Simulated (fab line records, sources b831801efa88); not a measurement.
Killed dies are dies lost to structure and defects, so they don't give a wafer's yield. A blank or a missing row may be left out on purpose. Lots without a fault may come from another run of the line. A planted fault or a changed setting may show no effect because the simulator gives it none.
A struck lot beside a sound one | flow sky130 | 18 steps out of a route of 708
Sound: wafers L726.3, L726.5, L726.6. Struck: wafers L740.1, L740.2, L740.4. The cause comes at the end.
At each step with rows: each side's tool, then ch and its chambers, then its first start. Under that, the readings that differ: sound wafers | struck wafers | difference of the means | sigmas: that difference in standard deviations of wafers without a fault.
alike: readings whose means differ by less than 2 such deviations, and words and numbers that are the same on both sides. not compared: withheld readings, readings that some wafer has no value for, bounds like >300 that may hide the same value, and numbers for which the record gives no deviation and whose values overlap.
The two part at a step that has a row with sigmas, a row that says differs or no value, or rows on one side only. Numbers that don't overlap but have no deviation are shown without sigmas and don't part them. A reading that every wafer of one side lacks parts them only if that side has two wafers or more.

first, 5 steps without rows for these wafers: SKY_FIELD_ISO_WET_ETCH_28 (etches SiO2 in dHF, target depth 23.7 nm, time 47 s); SKY_FIELD_ISO_WET_ETCH_29 (etches Si3N4 in H3PO4, target depth 160 nm, time 1825 s); SKY_FIELD_ISO_WET_ETCH_30 (etches SiO2 in dHF, target depth 25 nm, time 50 s); SKY_NWELL_CLEAN_00 (cleans in SC1/SC2, time 150 s); SKY_NWELL_OXIDATION_01 (stabilise 600 s, purge 300 s, target thk 10 nm).
SKY_NWELL_THK_MEAS_02:
  sound on film_metro-01, day 3 16:19; struck on film_metro-01, day 6 14:53
  alike: NWELL_OXIDATION_THK
then, 6 steps without rows for these wafers: SKY_DNWELL_DEHYDRATE_00 (time 60 s); SKY_DNWELL_HMDS_01 (prime time 60 s); SKY_DNWELL_COAT_02 (resist thk 3000 nm); SKY_DNWELL_SOFTBAKE_03; SKY_DNWELL_EXPOSE_04 (exposes mask DNM, target cd 3000 nm); SKY_DNWELL_PEB_05.
SKY_DNWELL_DEVELOP_06: develop time 60 s.
  sound on litho_track-02 ch 0, day 4 08:00; struck on litho_track-02 ch 0, day 7 10:00
  alike: developer_temp_C
then, 1 step without rows for these wafers: SKY_DNWELL_IMPLANT_07.
SKY_DNWELL_STRIP_08: strips in O2/N2.
  sound on plasma_asher-04 ch 0,1, day 4 08:28; struck on plasma_asher-01 ch 0,1, day 7 10:29
  alike: chamber_pressure_mTorr, drypump_motor_current_A, oes_product_au, strip_time_to_endpoint_s
  not compared: rf_hours_counter_h
SKY_DNWELL_TW_MEAS_09:
  sound on film_metro-01, day 4 08:34; struck on film_metro-03, day 7 10:35
  reading   | sound          | struck      | difference | sigmas
  DNWELL_TW | 1099 1103 1098 | 527 521 522 | -577       | -29
then, 1 step without rows for these wafers: SKY_PWDE_DEHYDRATE_00 (time 60 s).
-- the record jumps here: 43 days lie between the struck wafers' starts before and after (it left off in module PWDE and takes up again in module PAD_OPEN, whose first step shown is number 708 of the route) --
SKY_PAD_OPEN_PROBE_99:
  the record has rows for the struck wafers here (prober-02, day 50 13:54) and none for the sound ones

WHERE THEY PART
First at SKY_DNWELL_TW_MEAS_09; last, within this record, at SKY_PAD_OPEN_PROBE_99.

WHY: what the simulator had put in
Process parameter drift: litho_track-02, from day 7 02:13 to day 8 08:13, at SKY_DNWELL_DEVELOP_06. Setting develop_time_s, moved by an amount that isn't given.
